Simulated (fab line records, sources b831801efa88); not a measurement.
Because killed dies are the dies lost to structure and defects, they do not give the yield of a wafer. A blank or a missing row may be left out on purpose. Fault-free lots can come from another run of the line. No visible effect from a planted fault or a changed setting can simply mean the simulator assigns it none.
One fault through the eyes of 2 desks || flow gf180mcu || only its own numbers are on each desk; what lay behind them is given at the end

## DESK OF THE TOOL OWNER: ilineStepper-01
The tool's own readings at GF_PSD_EXPOSE_04 (exposes mask Pplus, target cd 400 nm): means of the sampled wafers that have a number, for each lot that ran on this tool. Marked OUT: a lot whose mean sits more than 4 standard deviations from the usual mean, which makes it out of limits; the brackets give that distance.
Columns: A = exposureDoseMJCm2 at GF_PSD_EXPOSE_04, usual 139.94
{"lot": "L707", "first seen here": "day 14 11:37", "A": 139.92}
{"lot": "L710", "first seen here": "day 15 09:35", "A": 139.84}
{"lot": "L714", "first seen here": "day 16 14:13", "A": 139.90}
{"lot": "L716", "first seen here": "day 17 06:30", "A": 139.98}
{"lot": "L717", "first seen here": "day 17 18:57", "A": 140.10}
{"lot": "L718", "first seen here": "day 17 21:56", "A": 139.95}
{"lot": "L722", "first seen here": "day 19 07:18", "A": "130.13 (-75) OUT"}
{"lot": "L726", "first seen here": "day 20 15:45", "A": "132.09 (-60) OUT"}
{"lot": "L728", "first seen here": "day 21 06:47", "A": "133.43 (-50) OUT"}
This desk's finding: out of limits on L722, L726, L728; first on L722, day 19 07:18 (exposureDoseMJCm2 at GF_PSD_EXPOSE_04). L707, L710, L714, L716, L717, L718 stayed within limits.

## THE METROLOGY DESK
Lot by lot, what the gauges showed, no matter which tool ran the lot: averages of those sampled wafers that carry a number. Marked OUT: a lot whose mean sits more than 4 standard deviations from the usual mean, which makes it out of limits; the brackets give that distance.
Columns: A = cdNm at GF_PSD_CD_MEAS_07, usual 401.0 nm
{"lot": "L707", "first seen here": "day 14 22:02", "A": 400.8}
{"lot": "L709", "first seen here": "day 15 07:56", "A": 403.6}
{"lot": "L710", "first seen here": "day 15 20:13", "A": 399.2}
{"lot": "L712", "first seen here": "day 16 10:28", "A": 404.7}
{"lot": "L714", "first seen here": "day 17 01:17", "A": 401.5}
{"lot": "L715", "first seen here": "day 17 08:18", "A": 400.8}
{"lot": "L716", "first seen here": "day 17 17:24", "A": 405.2}
{"lot": "L717", "first seen here": "day 18 05:59", "A": 401.3}
{"lot": "L718", "first seen here": "day 18 09:41", "A": 401.4}
{"lot": "L722", "first seen here": "day 19 18:58", "A": "379.8 (-11) OUT"}
{"lot": "L724", "first seen here": "day 20 08:24", "A": 400.6}
{"lot": "L726", "first seen here": "day 21 03:11", "A": "386.4 (-7.7) OUT"}
{"lot": "L727", "first seen here": "day 21 08:04", "A": 398.3}
{"lot": "L728", "first seen here": "day 21 17:58", "A": "384.9 (-8.5) OUT"}
{"lot": "L729", "first seen here": "day 22 04:22", "A": 400.8}
This desk's finding: out of limits on L722, L726, L728; first on L722, day 19 18:58 (cdNm at GF_PSD_CD_MEAS_07). L707, L709, L710, L712, L714, L715, L716, L717, L718, L724, L727, L729 stayed within limits.

## PUT TOGETHER
The tool owner's desk could have raised an alarm at day 19 07:18, on L722, L726, L728.
Metrology desk: alarm possible at day 19 18:58 on L722, L726, L728.
Of the lots named, all ran GF_PSD_EXPOSE_04 on ilineStepper-01.

## WHAT THE SIMULATOR HAD INSERTED
Process parameters drifting: ilineStepper-01 at GF_PSD_EXPOSE_04, beginning at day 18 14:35. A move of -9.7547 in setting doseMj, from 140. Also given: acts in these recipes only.
Struck lots among those shown: L722, L726, L728.
Counting hours from when the fault started, the first reading out of limits came at 17 for the tool owner's desk and at 28 for the metrology desk.
